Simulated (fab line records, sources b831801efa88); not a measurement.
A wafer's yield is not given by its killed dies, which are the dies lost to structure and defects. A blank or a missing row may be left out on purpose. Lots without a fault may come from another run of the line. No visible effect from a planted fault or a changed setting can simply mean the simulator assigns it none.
Code-filled problem report in 8D (eight disciplines) form || flow gf180mcu || the parts of the form that need people (team, actions taken, sign-off) are left out

## 1. WHAT IS WRONG
Mean of spikeTcUpperC at GF_DUAL_GATE_OXIDATION_15: 814.0 C across 6 wafers in 2 lots; on wafers with no fault it is 850.1 C (standard deviation 0.94). That puts it -38 standard deviations away from the usual mean.
The step: stabilise 600 s, purge 300 s, target thk 7.098 nm.
First seen on wafer L345.1, day 14 17:57, on furnace-02. The record holds 18 wafers of 6 lots with a number at this step. By rule, "out" or "out of limits" means more than 4 standard deviations away from the usual mean. All remaining wafers that have a number are taken as sound.

## 2. WHAT IT IS, WHAT IT ISN'T
{"question": "which readings at this step", "is": "spikeTcUpperC, zonePowerCentrePct, zonePowerTopPct, zonePowerUpperPct", "is not": "-"}
{"question": "which lots", "is": "L345, L346", "is not": "L327, L329, L334, L336"}
{"question": "which wafers of those lots", "is": "all that have a number", "is not": "-"}
{"question": "read on which tools", "is": "furnace-02", "is not": "furnace-01"}
{"question": "when", "is": "from day 14 17:57", "is not": "up to then (12 sound wafers)"}

## 3. THE SUSPECTS, EACH WITH WHAT RULES IT OUT
Counting: a tool at any process step up to the reading remains a suspect when it ran all the lots that are out and ran no sound lot after the first of those.
- plasmaAsher-01 at GF_DUAL_GATE_STRIP_13 (strips in O2/N2): kept. It ran every lot that is out, first L345 (day 14 17:48), and no sound lot after that; its last sound lot up to then is L329 (day 10 03:31).
- furnace-02 at GF_DUAL_GATE_OXIDATION_15 (stabilise 600 s, purge 300 s, target thk 7.098 nm): kept. It ran every lot that is out, first L345 (day 14 17:57), and no sound lot after that; its last sound lot up to then is L334 (day 11 13:01). Its own readings are out on those wafers: spikeTcUpperC, zonePowerCentrePct, zonePowerTopPct, zonePowerUpperPct.
Left after counting: plasmaAsher-01 at GF_DUAL_GATE_STRIP_13, furnace-02 at GF_DUAL_GATE_OXIDATION_15.

## 4. THE CAUSE (what the simulator had put in)
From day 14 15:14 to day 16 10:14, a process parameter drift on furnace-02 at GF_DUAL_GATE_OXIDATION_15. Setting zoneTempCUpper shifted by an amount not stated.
Counting leaves 2 suspects; this tool is one of them.

## 5. SEQUENCE OF EFFECTS, ordered by route
Rows list readings where the struck wafers' mean (over those with a number) sits beyond 3 standard deviations from the usual. Only readings for which the record gives a usual standard deviation are gone through. hours: the time from each lot's start at the first step in this table that gives one to its start at this step, as a median over the lots. sigmas: the change in usual standard deviations.
{"hours": 0, "step": "GF_DUAL_GATE_OXIDATION_15", "reading": "spikeTcCentreC", "usual": "851.5 C", "on struck wafers": 856.9, "change": "+5.4", "sigmas": "+5.5"}
{"hours": 0, "step": "GF_DUAL_GATE_OXIDATION_15", "reading": "spikeTcTopC", "usual": "867.5 C", "on struck wafers": 872.1, "change": "+4.6", "sigmas": "+3.1"}
{"hours": 0, "step": "GF_DUAL_GATE_OXIDATION_15", "reading": "spikeTcUpperC", "usual": "850.1 C", "on struck wafers": 814.0, "change": -36.1, "sigmas": -38}
{"hours": 0, "step": "GF_DUAL_GATE_OXIDATION_15", "reading": "zonePowerCentrePct", "usual": "17.71 %", "on struck wafers": 24.34, "change": "+6.63", "sigmas": "+25"}
{"hours": 0, "step": "GF_DUAL_GATE_OXIDATION_15", "reading": "zonePowerTopPct", "usual": "31.8 %", "on struck wafers": 42.7, "change": "+10.9", "sigmas": "+5.2"}
{"hours": 0, "step": "GF_DUAL_GATE_OXIDATION_15", "reading": "zonePowerUpperPct", "usual": "15.8 %", "on struck wafers": 3.4, "change": -12.4, "sigmas": -8.3}
Here are the process steps it includes:
- GF_DUAL_GATE_OXIDATION_15: stabilise 600 s, purge 300 s, target thk 7.098 nm.

## 6. HOW IT WOULD HAVE BEEN CAUGHT EARLIER
First out-of-limits reading in this record: day 14 17:57, which is 3 hours after fault onset at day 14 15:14.
